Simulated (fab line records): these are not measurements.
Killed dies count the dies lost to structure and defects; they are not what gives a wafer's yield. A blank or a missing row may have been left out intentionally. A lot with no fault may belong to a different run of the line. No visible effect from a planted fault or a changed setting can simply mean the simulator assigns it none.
The same fault as seen by 2 desks | flow gf180mcu | each desk holds nothing but its own numbers, with what lay behind them at the end

THE TOOL OWNER'S DESK: rieSi-02
The tool's own readings at GF_POLY_GATE_ETCH_13 (etches poly-Si in HBr/Cl2, stops on SiO2, target depth 198.5 nm, time 69.6 s): means of the sampled wafers that have a number, for each lot that ran on this tool. The brackets show how far a lot's mean lies from the usual mean; more than 4 standard deviations puts the lot out of limits, marked OUT.
Columns: A = biasW at GF_POLY_GATE_ETCH_13, usual 100.0 W; B = drypumpMotorCurrentA at GF_POLY_GATE_ETCH_13, usual 5.7 A; C = oesProductAu at GF_POLY_GATE_ETCH_13, usual 0.991 a.u.; D = runLengthS at GF_POLY_GATE_ETCH_13, usual 97.8 s; E = throttleValvePct at GF_POLY_GATE_ETCH_13, usual 33.684 %
lot  | first seen here | A     | B   | C     | D              | E
L927 | day 10 02:28    | 99.9  | 6.0 | 0.989 | 98.0           | 33.689
L928 | day 10 09:31    | 99.8  | 6.0 | 0.994 | 98.0           | 33.674
L931 | day 11 08:18    | 100.1 | 6.0 | 0.996 | 97.9           | 33.677
L936 | day 12 21:49    | 100.0 | 5.8 | 0.992 | 91.5 (-17) OUT | 33.689
L938 | day 13 07:59    | 100.4 | 5.8 | 0.991 | 85.0 (-35) OUT | 33.686
This desk finds L936, L938 out of limits, L936 being first, at day 12 21:49 (runLengthS at GF_POLY_GATE_ETCH_13). L927, L928, L931 stayed within limits.

THE METROLOGY DESK
Lot by lot, what the gauges showed, no matter which tool ran the lot: averages of those sampled wafers that carry a number. The brackets show how far a lot's mean lies from the usual mean; more than 4 standard deviations puts the lot out of limits, marked OUT.
Columns: A = MVPSD_OVL at GF_MVPSD_OVL_MEAS_07, usual 0.7 nm; B = HV_LDD_02_OVL at GF_HV_LDD_OVL_MEAS_32, usual -1.2 nm
lot  | first seen here | A    | B
L924 | day 4 23:52     | -0.5 | -1.1
L925 | day 5 05:54     | -0.2 | -1.6
L926 | day 5 11:59     | -0.2 | -0.3
L927 | day 5 18:37     | 0.9  | -0.6
L928 | day 6 01:04     | 1.4  | -0.3
L929 | day 6 07:08     | 1.5  | -3.2
L930 | day 6 13:31     | 0.8  | -3.4
L931 | day 6 18:16     | 1.9  | -3.9
L936 | day 8 00:42     | 0.4  | -1.6
L938 | day 8 12:43     | 2.1  | -2.4
L944 | day 10 00:24    | 0.2  | -0.6
L945 | day 10 06:20    | 0.4  | -0.8
L947 | day 10 16:41    | -0.5 | -1.3
This desk's finding: nothing out of limits on any of the 13 lots.

TAKEN TOGETHER
At day 12 21:49, on L936, L938, the tool owner's desk was in a position to raise an alarm.
The metrology desk saw nothing out of limits.
The metrology desk holds a record of L936, L938, inside its limits.
All the named lots went through GF_POLY_GATE_ETCH_13 on rieSi-02.

WHAT THE SIMULATOR HAD INSERTED
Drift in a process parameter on rieSi-02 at GF_POLY_GATE_ETCH_13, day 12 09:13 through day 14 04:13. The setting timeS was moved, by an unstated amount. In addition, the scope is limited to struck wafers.
Struck lots among those shown: L936, L938.
Hours from the fault's start to each desk's first reading out of limits: the tool owner's desk, 13.
